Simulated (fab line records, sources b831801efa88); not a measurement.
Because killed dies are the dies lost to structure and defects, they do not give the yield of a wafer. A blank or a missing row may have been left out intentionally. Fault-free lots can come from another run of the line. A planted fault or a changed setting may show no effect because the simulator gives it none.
Matching of chambers ; flow gf180mcu ; GF_PASSIVATION_CVD_02 on pecvd-02 has 3 sister chambers
The step deposits Si3N4, target thk 700 nm, time 486.18 s. 20 wafers are shown with their chamber, then 10 later ones without.

EACH WAFER AND ITS CHAMBER
wafer;chamber;heater_power_w (W)
L074.1;0;557
L074.3;1;737
L074.4;0;571
L075.4;2;731
L075.5;0;451
L075.6;1;751
L077.1;1;768
L077.2;2;736
L077.6;1;628
L078.1;0;457
L078.3;1;763
L078.5;1;789
L079.1;2;607
L079.3;1;775
L079.6;1;596
L082.3;1;660
L082.5;2;702
L082.6;0;459
L083.1;0;522
L083.5;1;703

SIGNATURES (means of the wafers above)
reading;chamber 0;chamber 1;chamber 2;scatter within a chamber
heater_power_w;502.83;717.00;694.00;62.4
Rule: a wafer's distance from a chamber is the root of the sum, over the readings, of the square of ((its reading less the chamber's mean) divided by the reading's scatter). The wafer belongs to the nearest chamber; if the next one is less than 2 further off, it can't be placed. How the scatter is found: for the shown wafers, subtract from each reading the mean of its chamber, square and add these, divide the total by (wafers less chambers), then take the root.

WAFERS WITH NO CHAMBER GIVEN
wafer;heater_power_w (W)
L083.6;557
L086.4;744
L086.5;548
L086.6;628
L090.1;671
L090.2;778
L090.4;702
L092.2;770
L092.4;571
L092.5;666

CHAMBER TAKEN BY EACH
wafer;from the rows above;in truth
L083.6;can't be placed: 0 or 2 or 1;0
L086.4;can't be placed: 1 or 2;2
L086.5;can't be placed: 0 or 2 or 1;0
L086.6;can't be placed: 2 or 1 or 0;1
L090.1;can't be placed: 2 or 1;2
L090.2;can't be placed: 1 or 2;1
L090.4;can't be placed: 2 or 1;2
L092.2;can't be placed: 1 or 2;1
L092.4;can't be placed: 0 or 2 or 1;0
L092.5;can't be placed: 2 or 1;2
Correctly placed: 0 of 10. These rows do not allow placing 10 (true chamber among the candidates in 10). Wrongly placed: 0.
